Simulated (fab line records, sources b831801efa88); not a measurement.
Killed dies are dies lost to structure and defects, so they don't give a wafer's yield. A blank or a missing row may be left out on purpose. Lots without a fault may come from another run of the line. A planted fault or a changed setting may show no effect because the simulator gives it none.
One fault seen from 2 desks | flow gf180mcu | each desk has only its own numbers; what lay behind them comes last

THE METROLOGY DESK
What the gauges read, lot by lot, whatever tool the lot ran on: means of the sampled wafers that have a number. A lot is out of limits, marked OUT, if its mean lies more than 4 standard deviations from the usual mean; the brackets give that distance.
Columns: A = M2_OVL at GF_M2_OVL_MEAS_15, usual -2 nm; B = V2_BOW at GF_V2_BOW_MEAS_05, usual 99 um; C = cd_nm at GF_V2_CD_MEAS_14, usual 259.9 nm
lot  | first seen here | A  | B   | C
L142 | day 19 01:34    | -6 | 98  | 260.6
L143 | day 19 12:03    | 1  | 100 | 260.1
L144 | day 19 15:50    | -0 | 93  | 257.8
L145 | day 20 10:38    | -8 | 100 | 261.4
L146 | day 20 21:01    | 2  | 114 | 261.2
L147 | day 21 10:45    | 3  | 98  | 259.2
L148 | day 21 13:46    | -4 | 101 | 259.0
L151 | day 22 21:32    | 0  | 102 | 259.3
L153 | day 23 04:43    | -2 | 94  | 259.1
L157 | day 24 20:56    | -5 | 109 | 259.4
L158 | day 25 01:16    | -1 | 103 | 259.2
L162 | day 26 01:26    | 4  | 106 | 260.3
L165 | day 27 01:52    | 1  | 97  | 260.4
This desk's finding: nothing out of limits on any of the 13 lots.

THE TOOL OWNER'S DESK: litho_track-01
The tool's own readings at GF_M3_DEVELOP_13 (develop time 60 s): means of the sampled wafers that have a number, for each lot that ran on this tool. A lot is out of limits, marked OUT, if its mean lies more than 4 standard deviations from the usual mean; the brackets give that distance.
Columns: A = developer_temp_C at GF_M3_DEVELOP_13, usual 21.02 C
lot  | first seen here | A
L142 | day 21 04:38    | 20.94
L145 | day 22 11:58    | 20.85
L148 | day 23 15:05    | 21.15
L151 | day 24 21:04    | 21.13
L153 | day 25 03:25    | 20.12 (-7.5) OUT
L157 | day 26 17:19    | 20.18 (-7.0) OUT
This desk's finding: out of limits on L153, L157; first on L153, day 25 03:25 (developer_temp_C at GF_M3_DEVELOP_13). In limits: L142, L145, L148, L151.

PUT TOGETHER
The tool owner's desk could have raised an alarm at day 25 03:25, on L153, L157.
The metrology desk saw nothing out of limits.
The metrology desk has L153, L157 on record, within its limits.
Of the lots named, all ran GF_M3_DEVELOP_13 on litho_track-01.

WHAT THE SIMULATOR HAD PUT IN
Process parameter drift: litho_track-01, from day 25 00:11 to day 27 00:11, at GF_M3_DEVELOP_13. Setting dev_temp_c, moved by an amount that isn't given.
Lots struck among those shown: L153, L157.
Hours from the fault's start to each desk's first reading out of limits: the tool owner's desk, 3.
